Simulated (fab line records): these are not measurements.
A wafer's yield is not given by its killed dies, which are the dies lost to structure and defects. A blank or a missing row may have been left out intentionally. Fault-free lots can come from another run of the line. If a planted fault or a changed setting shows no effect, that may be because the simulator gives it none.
Which tool did it? / flow sky130 / 14 lots with 42 wafers sampled at 6 steps, on a route of 708 steps

WHAT THE GAUGES READ, wafer by wafer
SKY_SD_P_CD_MEAS_07: target cd 380 nm. Usual: cd_nm 380.2 nm, standard deviation 2.4.
lot=L849; measured=day 25 17:32; on=cd_sem-02; cd_nm (nm)=379.8 384.7 383.5; flag=
lot=L850; measured=day 25 22:51; on=cd_sem-02; cd_nm (nm)=382.9 381.3 383.5; flag=
lot=L851; measured=day 26 04:18; on=cd_sem-02; cd_nm (nm)=378.6 381.2 382.5; flag=
lot=L852; measured=day 26 10:43; on=cd_sem-01; cd_nm (nm)=380.6 380.1 381.2; flag=
lot=L854; measured=day 27 04:12; on=cd_sem-01; cd_nm (nm)=375.6 375.9 376.3; flag=
lot=L859; measured=day 28 17:33; on=cd_sem-02; cd_nm (nm)=378.8 380.2 377.9; flag=
lot=L860; measured=day 29 07:53; on=cd_sem-01; cd_nm (nm)=450.8 449.7 449.7; flag=OFF
lot=L861; measured=day 29 16:25; on=cd_sem-02; cd_nm (nm)=445.5 447.1 446.5; flag=OFF
lot=L867; measured=day 31 14:58; on=cd_sem-01; cd_nm (nm)=377.7 379.7 379.3; flag=
lot=L868; measured=day 31 18:53; on=cd_sem-01; cd_nm (nm)=385.8 383.4 383.2; flag=
lot=L869; measured=day 32 03:36; on=cd_sem-01; cd_nm (nm)=382.7 383.2 382.1; flag=
lot=L870; measured=day 32 13:06; on=cd_sem-02; cd_nm (nm)=380.5 381.2 377.5; flag=
lot=L871; measured=day 32 19:52; on=cd_sem-01; cd_nm (nm)=377.8 379.0 378.4; flag=
lot=L872; measured=day 33 00:36; on=cd_sem-02; cd_nm (nm)=382.9 381.8 380.1; flag=

SKY_CONTACT_THK_MEAS_01. Usual: CONTACT_CVD_00_THK gives 75.1 nm (standard deviation 0.87).
lot=L849; measured=day 30 16:01; on=film_metro-04; CONTACT_CVD_00_THK (nm)=76.5 76.8 76.0; flag=
lot=L850; measured=day 30 21:50; on=film_metro-01; CONTACT_CVD_00_THK (nm)=75.0 75.4 75.9; flag=
lot=L851; measured=day 31 03:00; on=film_metro-01; CONTACT_CVD_00_THK (nm)=74.4 76.3 75.6; flag=
lot=L852; measured=day 31 09:34; on=film_metro-01; CONTACT_CVD_00_THK (nm)=75.3 75.7 75.4; flag=
lot=L854; measured=day 32 01:49; on=film_metro-01; CONTACT_CVD_00_THK (nm)=74.3 75.0 75.6; flag=
lot=L859; measured=day 33 12:47; on=film_metro-01; CONTACT_CVD_00_THK (nm)=74.8 75.0 77.0; flag=
lot=L860; measured=day 34 01:01; on=film_metro-03; CONTACT_CVD_00_THK (nm)=73.5 75.3 75.3; flag=
lot=L861; measured=day 34 09:26; on=film_metro-03; CONTACT_CVD_00_THK (nm)=75.4 74.0 75.9; flag=
lot=L867; measured=day 36 06:51; on=film_metro-01; CONTACT_CVD_00_THK (nm)=75.0 74.4 75.8; flag=
lot=L868; measured=day 36 09:08; on=film_metro-03; CONTACT_CVD_00_THK (nm)=75.2 74.4 74.3; flag=
lot=L869; measured=day 36 18:22; on=film_metro-01; CONTACT_CVD_00_THK (nm)=74.6 74.9 76.3; flag=
lot=L870; measured=day 37 03:08; on=film_metro-03; CONTACT_CVD_00_THK (nm)=74.1 73.7 75.4; flag=
lot=L871; measured=day 37 08:45; on=film_metro-04; CONTACT_CVD_00_THK (nm)=73.4 73.9 73.6; flag=
lot=L872; measured=day 37 14:19; on=film_metro-03; CONTACT_CVD_00_THK (nm)=74.7 75.7 76.1; flag=

WHAT TOOL EACH LOT RAN ON (gives the tool, then ch and the chambers of the sampled wafers, and finally the start)
lot=L849; SKY_POLY_CUT_ETCH_10=rie_diel-03 ch 0,2,3, day 24 11:14; SKY_SD_P_COAT_02=litho_track-04 ch 0, day 25 02:09; SKY_SD_P_STRIP_10=plasma_asher-04 ch 0,1, day 25 17:50; SKY_LI_CONTACT_CMP_02=cmp-02 ch 0,1, day 28 05:01
lot=L850; SKY_POLY_CUT_ETCH_10=rie_diel-04 ch 1,2,3, day 24 17:15; SKY_SD_P_COAT_02=litho_track-01 ch 0, day 25 08:15; SKY_SD_P_STRIP_10=plasma_asher-01 ch 0,1, day 25 23:08; SKY_LI_CONTACT_CMP_02=cmp-01 ch 0,1,2, day 28 10:58
lot=L851; SKY_POLY_CUT_ETCH_10=rie_diel-04 ch 3, day 24 22:00; SKY_SD_P_COAT_02=litho_track-03 ch 0, day 25 13:19; SKY_SD_P_STRIP_10=plasma_asher-04 ch 0, day 26 04:35; SKY_LI_CONTACT_CMP_02=cmp-01 ch 0,1,3, day 28 16:20
lot=L852; SKY_POLY_CUT_ETCH_10=rie_diel-01 ch 0,2,3, day 25 05:24; SKY_SD_P_COAT_02=litho_track-03 ch 0, day 25 20:01; SKY_SD_P_STRIP_10=plasma_asher-01 ch 0,1, day 26 10:59; SKY_LI_CONTACT_CMP_02=cmp-02 ch 0,2,3, day 28 22:01
lot=L854; SKY_POLY_CUT_ETCH_10=rie_diel-04 ch 0,1,3, day 25 22:54; SKY_SD_P_COAT_02=litho_track-03 ch 0, day 26 13:10; SKY_SD_P_STRIP_10=plasma_asher-01 ch 0, day 27 04:29; SKY_LI_CONTACT_CMP_02=cmp-02 ch 0,1, day 29 14:34
lot=L859; SKY_POLY_CUT_ETCH_10=rie_diel-03 ch 0,3, day 27 12:59; SKY_SD_P_COAT_02=litho_track-01 ch 0, day 28 03:35; SKY_SD_P_STRIP_10=plasma_asher-03 ch 1, day 28 17:51; SKY_LI_CONTACT_CMP_02=cmp-02 ch 0,1,3, day 31 03:52
lot=L860; SKY_POLY_CUT_ETCH_10=rie_diel-01 ch 0,2, day 28 04:15; SKY_SD_P_COAT_02=litho_track-03 ch 0, day 28 17:35; SKY_SD_P_STRIP_10=plasma_asher-03 ch 0,1, day 29 08:11; SKY_LI_CONTACT_CMP_02=cmp-02 ch 1,2, day 31 17:11
lot=L861; SKY_POLY_CUT_ETCH_10=rie_diel-01 ch 1,2,3, day 28 12:44; SKY_SD_P_COAT_02=litho_track-03 ch 0, day 29 01:59; SKY_SD_P_STRIP_10=plasma_asher-04 ch 0,1, day 29 16:43; SKY_LI_CONTACT_CMP_02=cmp-02 ch 0,1,3, day 32 01:53
lot=L867; SKY_POLY_CUT_ETCH_10=rie_diel-03 ch 1,2, day 30 10:41; SKY_SD_P_COAT_02=litho_track-04 ch 0, day 31 00:52; SKY_SD_P_STRIP_10=plasma_asher-04 ch 0,1, day 31 15:14; SKY_LI_CONTACT_CMP_02=cmp-01 ch 1,3, day 33 22:20
lot=L868; SKY_POLY_CUT_ETCH_10=rie_diel-01 ch 0,2,3, day 30 15:39; SKY_SD_P_COAT_02=litho_track-01 ch 0, day 31 05:23; SKY_SD_P_STRIP_10=plasma_asher-01 ch 0,1, day 31 19:11; SKY_LI_CONTACT_CMP_02=cmp-01 ch 0,1,3, day 34 01:37
lot=L869; SKY_POLY_CUT_ETCH_10=rie_diel-03 ch 0,2,3, day 31 00:15; SKY_SD_P_COAT_02=litho_track-03 ch 0, day 31 13:43; SKY_SD_P_STRIP_10=plasma_asher-03 ch 0,1, day 32 03:53; SKY_LI_CONTACT_CMP_02=cmp-01 ch 0,2,3, day 34 10:10
lot=L870; SKY_POLY_CUT_ETCH_10=rie_diel-03 ch 1,2,3, day 31 10:06; SKY_SD_P_COAT_02=litho_track-04 ch 0, day 31 23:30; SKY_SD_P_STRIP_10=plasma_asher-01 ch 0,1, day 32 13:32; SKY_LI_CONTACT_CMP_02=cmp-02 ch 1,2,3, day 34 20:07
lot=L871; SKY_POLY_CUT_ETCH_10=rie_diel-04 ch 0,2, day 31 16:18; SKY_SD_P_COAT_02=litho_track-01 ch 0, day 32 05:51; SKY_SD_P_STRIP_10=plasma_asher-03 ch 0,1, day 32 20:08; SKY_LI_CONTACT_CMP_02=cmp-02 ch 1,3, day 35 01:57
lot=L872; SKY_POLY_CUT_ETCH_10=rie_diel-03 ch 1,2, day 31 22:18; SKY_SD_P_COAT_02=litho_track-01 ch 0, day 32 11:38; SKY_SD_P_STRIP_10=plasma_asher-04 ch 0,1, day 33 00:54; SKY_LI_CONTACT_CMP_02=cmp-02 ch 0,3, day 35 07:23
- SKY_POLY_CUT_ETCH_10: etches BARC in N2/H2, stops on SiO2, time 45.9 s, target depth 60 nm.
- SKY_SD_P_COAT_02: resist thk 1140 nm.
- SKY_SD_P_STRIP_10: strips in O2/N2.
- SKY_LI_CONTACT_CMP_02: polishes PSG.

AS READ BY THE TOOLS THEMSELVES (means over the sampled wafers that have a number; for cases with no such wafer, the mark the record gives instead)
SKY_POLY_CUT_ETCH_10. Usual: bias_w 100.0 W, standard deviation 0.31; drypump_motor_current_A 5.8 A, standard deviation 0.42; oes_product_au 0.855 a.u., standard deviation 0.0046; rf_fwd_power_W 495.2 W, standard deviation 1.9; throttle_valve_pct 13.224 %, standard deviation 0.0097.
lot=L849; tool=rie_diel-03; bias_w (W)=99.8; drypump_motor_current_A (A)=6.1; oes_product_au (a.u.)=0.857; rf_fwd_power_W (W)=495.0; throttle_valve_pct (%)=13.228; flag=
lot=L850; tool=rie_diel-04; bias_w (W)=100.0; drypump_motor_current_A (A)=5.4; oes_product_au (a.u.)=0.855; rf_fwd_power_W (W)=493.7; throttle_valve_pct (%)=13.220; flag=
lot=L851; tool=rie_diel-04; bias_w (W)=99.8; drypump_motor_current_A (A)=5.5; oes_product_au (a.u.)=0.851; rf_fwd_power_W (W)=491.3; throttle_valve_pct (%)=13.232; flag=
lot=L852; tool=rie_diel-01; bias_w (W)=99.8; drypump_motor_current_A (A)=5.9; oes_product_au (a.u.)=0.853; rf_fwd_power_W (W)=494.3; throttle_valve_pct (%)=13.228; flag=
lot=L854; tool=rie_diel-04; bias_w (W)=99.8; drypump_motor_current_A (A)=5.2; oes_product_au (a.u.)=0.857; rf_fwd_power_W (W)=493.5; throttle_valve_pct (%)=13.230; flag=
lot=L859; tool=rie_diel-03; bias_w (W)=100.1; drypump_motor_current_A (A)=6.0; oes_product_au (a.u.)=0.856; rf_fwd_power_W (W)=495.5; throttle_valve_pct (%)=13.224; flag=
lot=L860; tool=rie_diel-01; bias_w (W)=100.3; drypump_motor_current_A (A)=5.9; oes_product_au (a.u.)=0.852; rf_fwd_power_W (W)=495.0; throttle_valve_pct (%)=13.227; flag=
lot=L861; tool=rie_diel-01; bias_w (W)=99.7; drypump_motor_current_A (A)=5.8; oes_product_au (a.u.)=0.857; rf_fwd_power_W (W)=494.4; throttle_valve_pct (%)=13.225; flag=
lot=L867; tool=rie_diel-03; bias_w (W)=99.9; drypump_motor_current_A (A)=6.2; oes_product_au (a.u.)=0.859; rf_fwd_power_W (W)=498.5; throttle_valve_pct (%)=13.222; flag=
lot=L868; tool=rie_diel-01; bias_w (W)=100.0; drypump_motor_current_A (A)=5.9; oes_product_au (a.u.)=0.852; rf_fwd_power_W (W)=494.7; throttle_valve_pct (%)=13.224; flag=
lot=L869; tool=rie_diel-03; bias_w (W)=100.0; drypump_motor_current_A (A)=6.1; oes_product_au (a.u.)=0.857; rf_fwd_power_W (W)=493.8; throttle_valve_pct (%)=13.227; flag=
lot=L870; tool=rie_diel-03; bias_w (W)=100.2; drypump_motor_current_A (A)=6.0; oes_product_au (a.u.)=0.858; rf_fwd_power_W (W)=494.4; throttle_valve_pct (%)=13.232; flag=
lot=L871; tool=rie_diel-04; bias_w (W)=100.3; drypump_motor_current_A (A)=5.3; oes_product_au (a.u.)=0.858; rf_fwd_power_W (W)=494.4; throttle_valve_pct (%)=13.215; flag=
lot=L872; tool=rie_diel-03; bias_w (W)=100.0; drypump_motor_current_A (A)=6.1; oes_product_au (a.u.)=0.854; rf_fwd_power_W (W)=494.7; throttle_valve_pct (%)=13.225; flag=

SKY_SD_P_COAT_02. Usual: dispense_pressure_kPa 53 kPa, standard deviation 3.9; exhaust_pa 45.0 Pa, standard deviation 0.99.
lot=L849; tool=litho_track-04; dispense_pressure_kPa (kPa)=51; exhaust_pa (Pa)=46.2; flag=
lot=L850; tool=litho_track-01; dispense_pressure_kPa (kPa)=58; exhaust_pa (Pa)=45.8; flag=
lot=L851; tool=litho_track-03; dispense_pressure_kPa (kPa)=49; exhaust_pa (Pa)=43.5; flag=
lot=L852; tool=litho_track-03; dispense_pressure_kPa (kPa)=49; exhaust_pa (Pa)=44.8; flag=
lot=L854; tool=litho_track-03; dispense_pressure_kPa (kPa)=49; exhaust_pa (Pa)=44.2; flag=
lot=L859; tool=litho_track-01; dispense_pressure_kPa (kPa)=58; exhaust_pa (Pa)=46.0; flag=
lot=L860; tool=litho_track-03; dispense_pressure_kPa (kPa)=49; exhaust_pa (Pa)=45.9; flag=
lot=L861; tool=litho_track-03; dispense_pressure_kPa (kPa)=49; exhaust_pa (Pa)=44.1; flag=
lot=L867; tool=litho_track-04; dispense_pressure_kPa (kPa)=51; exhaust_pa (Pa)=46.1; flag=
lot=L868; tool=litho_track-01; dispense_pressure_kPa (kPa)=58; exhaust_pa (Pa)=44.5; flag=
lot=L869; tool=litho_track-03; dispense_pressure_kPa (kPa)=49; exhaust_pa (Pa)=43.8; flag=
lot=L870; tool=litho_track-04; dispense_pressure_kPa (kPa)=51; exhaust_pa (Pa)=46.1; flag=
lot=L871; tool=litho_track-01; dispense_pressure_kPa (kPa)=58; exhaust_pa (Pa)=45.5; flag=
lot=L872; tool=litho_track-01; dispense_pressure_kPa (kPa)=58; exhaust_pa (Pa)=45.1; flag=

SKY_SD_P_STRIP_10. Usual: drypump_motor_current_A 5.6 A, standard deviation 0.32; oes_product_au 0.617 a.u., standard deviation 0.004; strip_time_to_endpoint_s 17.50 s, standard deviation 0.052.
lot=L849; tool=plasma_asher-04; drypump_motor_current_A (A)=5.7; oes_product_au (a.u.)=0.618; strip_time_to_endpoint_s (s)=17.45; flag=
lot=L850; tool=plasma_asher-01; drypump_motor_current_A (A)=6.0; oes_product_au (a.u.)=0.617; strip_time_to_endpoint_s (s)=17.49; flag=
lot=L851; tool=plasma_asher-04; drypump_motor_current_A (A)=5.8; oes_product_au (a.u.)=0.621; strip_time_to_endpoint_s (s)=17.57; flag=
lot=L852; tool=plasma_asher-01; drypump_motor_current_A (A)=6.0; oes_product_au (a.u.)=0.615; strip_time_to_endpoint_s (s)=17.52; flag=
lot=L854; tool=plasma_asher-01; drypump_motor_current_A (A)=6.1; oes_product_au (a.u.)=0.619; strip_time_to_endpoint_s (s)=17.51; flag=
lot=L859; tool=plasma_asher-03; drypump_motor_current_A (A)=5.2; oes_product_au (a.u.)=0.617; strip_time_to_endpoint_s (s)=17.49; flag=
lot=L860; tool=plasma_asher-03; drypump_motor_current_A (A)=5.2; oes_product_au (a.u.)=0.555; strip_time_to_endpoint_s (s)=11.36; flag=OFF
lot=L861; tool=plasma_asher-04; drypump_motor_current_A (A)=5.8; oes_product_au (a.u.)=0.554; strip_time_to_endpoint_s (s)=11.35; flag=OFF
lot=L867; tool=plasma_asher-04; drypump_motor_current_A (A)=5.8; oes_product_au (a.u.)=0.614; strip_time_to_endpoint_s (s)=17.37; flag=
lot=L868; tool=plasma_asher-01; drypump_motor_current_A (A)=6.0; oes_product_au (a.u.)=0.618; strip_time_to_endpoint_s (s)=17.51; flag=
lot=L869; tool=plasma_asher-03; drypump_motor_current_A (A)=5.3; oes_product_au (a.u.)=0.615; strip_time_to_endpoint_s (s)=17.52; flag=
lot=L870; tool=plasma_asher-01; drypump_motor_current_A (A)=6.0; oes_product_au (a.u.)=0.620; strip_time_to_endpoint_s (s)=17.46; flag=
lot=L871; tool=plasma_asher-03; drypump_motor_current_A (A)=5.3; oes_product_au (a.u.)=0.618; strip_time_to_endpoint_s (s)=17.54; flag=
lot=L872; tool=plasma_asher-04; drypump_motor_current_A (A)=5.8; oes_product_au (a.u.)=0.617; strip_time_to_endpoint_s (s)=17.52; flag=

SKY_LI_CONTACT_CMP_02. Usual: motor_current_A 11.8 A, standard deviation 1.2; time_to_endpoint_s 31.8 s, standard deviation 2.7.
lot=L849; tool=cmp-02; motor_current_A (A)=12.9; time_to_endpoint_s (s)=32.9; flag=
lot=L850; tool=cmp-01; motor_current_A (A)=12.1; time_to_endpoint_s (s)=34.2; flag=
lot=L851; tool=cmp-01; motor_current_A (A)=11.8; time_to_endpoint_s (s)=34.5; flag=
lot=L852; tool=cmp-02; motor_current_A (A)=11.2; time_to_endpoint_s (s)=31.0; flag=
lot=L854; tool=cmp-02; motor_current_A (A)=12.8; time_to_endpoint_s (s)=28.7; flag=
lot=L859; tool=cmp-02; motor_current_A (A)=12.0; time_to_endpoint_s (s)=31.1; flag=
lot=L860; tool=cmp-02; motor_current_A (A)=11.7; time_to_endpoint_s (s)=30.7; flag=
lot=L861; tool=cmp-02; motor_current_A (A)=12.1; time_to_endpoint_s (s)=33.1; flag=
lot=L867; tool=cmp-01; motor_current_A (A)=11.9; time_to_endpoint_s (s)=35.5; flag=
lot=L868; tool=cmp-01; motor_current_A (A)=11.8; time_to_endpoint_s (s)=31.8; flag=
lot=L869; tool=cmp-01; motor_current_A (A)=12.6; time_to_endpoint_s (s)=35.0; flag=
lot=L870; tool=cmp-02; motor_current_A (A)=11.7; time_to_endpoint_s (s)=30.6; flag=
lot=L871; tool=cmp-02; motor_current_A (A)=13.0; time_to_endpoint_s (s)=28.4; flag=
lot=L872; tool=cmp-02; motor_current_A (A)=11.1; time_to_endpoint_s (s)=30.9; flag=

THE ANSWER, worked out from the rows above alone
Rule: take the mean of a lot's wafers that have a number; if it is more than 3 standard deviations from the usual mean, the lot is off. Also off: a lot with no number at a reading for which 4 or more lots have one. Any other lot the step has rows for is counted as sound. Order of review: gauges by route order, followed by the tools' own readings, for which a lot's mean as printed above is used. The first step at which some lot is off is used, and at that step the reading that is off furthest; a lot without a number counts as furthest.
Off at SKY_SD_P_CD_MEAS_07 (cd_nm): L860, L861.
If a tool, at a process step before that reading, ran all the lots that are off and no sound lot after the first of them, it fits. The gauges at SKY_SD_P_CD_MEAS_07 aren't tried: what is off there is off at SKY_SD_P_STRIP_10 too, on other tools, and a gauge's error can't cause that. No candidate that was tried fits.

WHAT THE SIMULATOR PUT IN
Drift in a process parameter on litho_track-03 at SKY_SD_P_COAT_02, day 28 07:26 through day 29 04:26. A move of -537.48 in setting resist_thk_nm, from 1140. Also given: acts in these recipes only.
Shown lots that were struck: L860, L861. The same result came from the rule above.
